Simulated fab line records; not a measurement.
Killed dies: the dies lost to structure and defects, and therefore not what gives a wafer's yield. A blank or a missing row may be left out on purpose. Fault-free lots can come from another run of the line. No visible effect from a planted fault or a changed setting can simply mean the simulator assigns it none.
What tool caused it? | flow sfqLine | 7 lots, 20 wafers sampled, at 2 steps of a route of 325

## WHAT EACH GAUGE READ, for each wafer
SFQ_M0_RS_MEAS_904: measurement is done with a four-point probe.
lot  | measured    | on           | M0_NB_RS (ohm/sq)
L949 | day 5 00:53 | filmMetro-03 | 0.873 0.896 0.883
L955 | day 6 12:27 | filmMetro-02 | 0.891 0.886 0.885
L958 | day 7 05:13 | filmMetro-04 | 1.215 1.250
L960 | day 7 14:38 | filmMetro-04 | 0.883 0.889 0.889
L962 | day 8 00:14 | filmMetro-03 | 0.896 0.893 0.890
L966 | day 8 18:19 | filmMetro-02 | 0.891 0.888 0.896
L970 | day 9 13:32 | filmMetro-04 | 0.918 0.913 0.900

## WHICH TOOL RAN EACH LOT (tool, then ch and the chambers of the sampled wafers, then the start)
lot  | SFQ_TRILAYER_M0_DEP_SPUTTER_019
L949 | pvdSputter-05, day 5 00:47
L955 | pvdSputter-04, day 6 12:20
L958 | pvdSputter-05, day 7 05:08
L960 | pvdSputter-04, day 7 14:32
L962 | pvdSputter-04, day 8 00:08
L966 | pvdSputter-04, day 8 18:14
L970 | pvdSputter-06, day 9 13:26
- SFQ_TRILAYER_M0_DEP_SPUTTER_019: material Nb, target thk 200 nm, time 133.3 s.

## THE ANSWER, worked out from the rows above alone
Rule: what is usual is taken from the lots themselves. The widest of any qualifying gaps counts: lots, ordered by their means at a reading, are off when they make up no more than a third of the lots, leave a main group of 4 or more, and stand apart from it by 3 or more times the standard deviation of that group's means. The tables above print the reading to a certain number of digits; a main group whose means all agree to those digits is not used. Also off: a lot with no number at a reading for which 4 or more lots have one. The other lots that the step has rows for count as sound.
Off: L958, at SFQ_M0_RS_MEAS_904 (M0_NB_RS). Mean 0.892 ohm/sq and standard deviation 0.0086 in the main group.
If a tool, at a process step before that reading, ran all the lots that are off and no sound lot after the first of them, it fits. The gauges at SFQ_M0_RS_MEAS_904 are tried like those tools. One candidate fits, namely pvdSputter-05 at SFQ_TRILAYER_M0_DEP_SPUTTER_019. A fault onset in the window from L949 (day 5 00:47, its last sound lot) to L958 (day 7 05:08, its first lot off) fits.

## WHAT THE SIMULATOR PUT IN
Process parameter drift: pvdSputter-05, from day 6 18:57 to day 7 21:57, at SFQ_TRILAYER_M0_DEP_SPUTTER_019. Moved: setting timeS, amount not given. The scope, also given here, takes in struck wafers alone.
Struck lots among those shown: L958. The rule above found the same.
